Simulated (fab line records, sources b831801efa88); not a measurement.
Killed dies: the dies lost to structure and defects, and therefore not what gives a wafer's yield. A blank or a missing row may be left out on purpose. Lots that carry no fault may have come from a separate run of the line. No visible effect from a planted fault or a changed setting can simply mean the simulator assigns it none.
A single fault, viewed from 2 desks / flow gf180mcu / numbers are kept per desk, each desk with only its own; the story behind them comes last

== TOOL OWNER'S DESK, rie-si-02 ==
The tool's own readings at GF_POLY_GATE_ETCH_13 (etches poly-Si in HBr/Cl2, stops on SiO2, target depth 198.5 nm, time 69.6 s): means of the sampled wafers that have a number, for each lot that ran on this tool. If a lot's mean is further than 4 standard deviations from the usual mean, the lot is out of limits and carries the mark OUT (the distance appears in the brackets).
Columns: A = HBr_flow_sccm at GF_POLY_GATE_ETCH_13, usual 149.9 sccm; B = drypump-motor-current-A at GF_POLY_GATE_ETCH_13, usual 5.7 A; C = oes-product-au at GF_POLY_GATE_ETCH_13, usual 0.990 a.u.; D = throttle-valve-pct at GF_POLY_GATE_ETCH_13, usual 33.684 %
lot=L669; first seen here=day 10 00:56; A=150.2; B=5.3; C=0.989; D=33.688
lot=L673; first seen here=day 11 08:49; A=150.0; B=5.8; C=0.975; D=33.678
lot=L675; first seen here=day 11 20:46; A=150.4; B=5.1; C=0.991; D=33.686
lot=L684; first seen here=day 15 01:26; A=150.0; B=5.2; C=0.991; D=33.683
lot=L687; first seen here=day 15 15:46; A=149.9; B=5.2; C=0.992; D=33.681
lot=L688; first seen here=day 15 22:28; A=150.1; B=5.1; C=0.983; D=33.683
Result from this desk: across the 6 lots, nothing is out of limits.

== THE METROLOGY DESK ==
What the gauges read for every lot (on any tool): the sampled wafers with a number, averaged. If a lot's mean is further than 4 standard deviations from the usual mean, the lot is out of limits and carries the mark OUT (the distance appears in the brackets).
Columns: A = V5_CVD_00_THK at GF_V5_THK_MEAS_01, usual 301 nm; B = cd-nm at GF_TOP_METAL_CD_MEAS_14, usual 440.2 nm
lot=L667; first seen here=day 26 09:25; A=302; B=437.8
lot=L668; first seen here=day 26 14:05; A=301; B=439.2
lot=L669; first seen here=day 27 06:32; A=302; B=437.9
lot=L670; first seen here=day 27 14:35; A=295; B=444.8
lot=L671; first seen here=day 27 22:32; A=299; B=443.1
lot=L673; first seen here=day 28 21:14; A=304; B=437.9
lot=L675; first seen here=day 29 05:38; A=300; B=443.7
lot=L679; first seen here=day 30 06:04; A=306; B=439.6
lot=L684; first seen here=day 32 02:11; A=303; B=443.4
lot=L685; first seen here=day 32 08:32; A=296; B=436.9
lot=L686; first seen here=day 32 10:29; A=299; B=439.1
lot=L687; first seen here=day 32 14:49; A=303; B=441.7
lot=L688; first seen here=day 32 17:53; A=303; B=440.5
Result from this desk: across the 13 lots, nothing is out of limits.

== PUT TOGETHER ==
Nothing out of limits was seen by the tool owner's desk.
At the metrology desk, nothing out of limits was observed.

== WHAT THE SIMULATOR HAD PUT IN ==
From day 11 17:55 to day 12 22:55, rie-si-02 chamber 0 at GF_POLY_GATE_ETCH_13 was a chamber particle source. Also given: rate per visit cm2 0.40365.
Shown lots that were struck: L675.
